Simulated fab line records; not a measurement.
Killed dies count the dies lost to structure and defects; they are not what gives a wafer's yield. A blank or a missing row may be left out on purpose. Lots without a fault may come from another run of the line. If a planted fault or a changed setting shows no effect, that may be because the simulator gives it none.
Matching of chambers ; flow sky130 ; SKY_VIA2_CMP_02 on cmp-02 has 4 sister chambers
The step polishes SiO2. 33 wafers are shown with their chamber, then 12 later ones without.

## WAFERS, EACH WITH ITS CHAMBER
wafer;chamber;motor current A (A)
L075.1;0;12.9
L075.3;2;13.3
L075.6;0;11.7
L077.1;1;13.9
L077.4;3;13.8
L077.6;1;14.0
L078.2;0;11.8
L078.4;1;13.4
L078.6;1;13.9
L081.3;1;13.8
L081.5;3;12.7
L081.6;2;13.5
L082.2;1;13.7
L082.3;3;13.1
L082.6;2;12.7
L083.2;1;13.2
L083.3;0;12.0
L083.6;2;13.1
L085.3;0;12.8
L085.4;1;14.1
L085.5;2;12.7
L084.2;2;14.2
L084.3;0;12.5
L084.6;0;12.3
L087.2;0;12.1
L087.3;1;13.7
L087.6;3;13.0
L086.1;2;13.2
L086.3;0;12.9
L086.4;1;14.6
L089.1;0;12.4
L089.2;3;12.8
L089.3;2;12.9

SIGNATURES (means of the wafers above)
reading;chamber 0;chamber 1;chamber 2;chamber 3;scatter within a chamber
motor current A;12.340;13.830;13.200;13.080;0.436
Rule: distance of a wafer from a chamber = root of the sum over the readings of ((wafer's reading minus chamber's mean) / reading's scatter) squared. The wafer belongs to the nearest chamber; if the next one is less than 2 further off, it can't be placed. The scatter: the root of (the sum of the squares of (reading less its chamber's mean) over the shown wafers, divided by (wafers less chambers)).

## WAFERS MISSING THEIR CHAMBER
wafer;motor current A (A)
L090.1;12.9
L090.2;12.6
L090.5;12.3
L091.1;13.5
L091.5;13.2
L091.6;12.9
L092.2;13.2
L092.4;11.3
L092.5;12.9
L097.4;13.2
L097.5;13.6
L097.6;13.2

## WHICH CHAMBER EACH WENT THROUGH
wafer;from the rows above;in truth
L090.1;can't be placed: 3 or 2 or 0 or 1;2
L090.2;can't be placed: 0 or 3 or 2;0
L090.5;can't be placed: 0 or 3 or 2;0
L091.1;can't be placed: 2 or 1 or 3 or 0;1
L091.5;can't be placed: 2 or 3 or 1 or 0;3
L091.6;can't be placed: 3 or 2 or 0 or 1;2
L092.2;can't be placed: 2 or 3 or 1 or 0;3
L092.4;can't be placed: 0 or 3 or 2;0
L092.5;can't be placed: 3 or 2 or 0 or 1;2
L097.4;can't be placed: 2 or 3 or 1 or 0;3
L097.5;can't be placed: 1 or 2 or 3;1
L097.6;can't be placed: 2 or 3 or 1 or 0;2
Correctly placed: 0 of 12. From these rows, 12 cannot be placed; in 12 the true chamber is one of the candidates. Placed wrongly: 0.
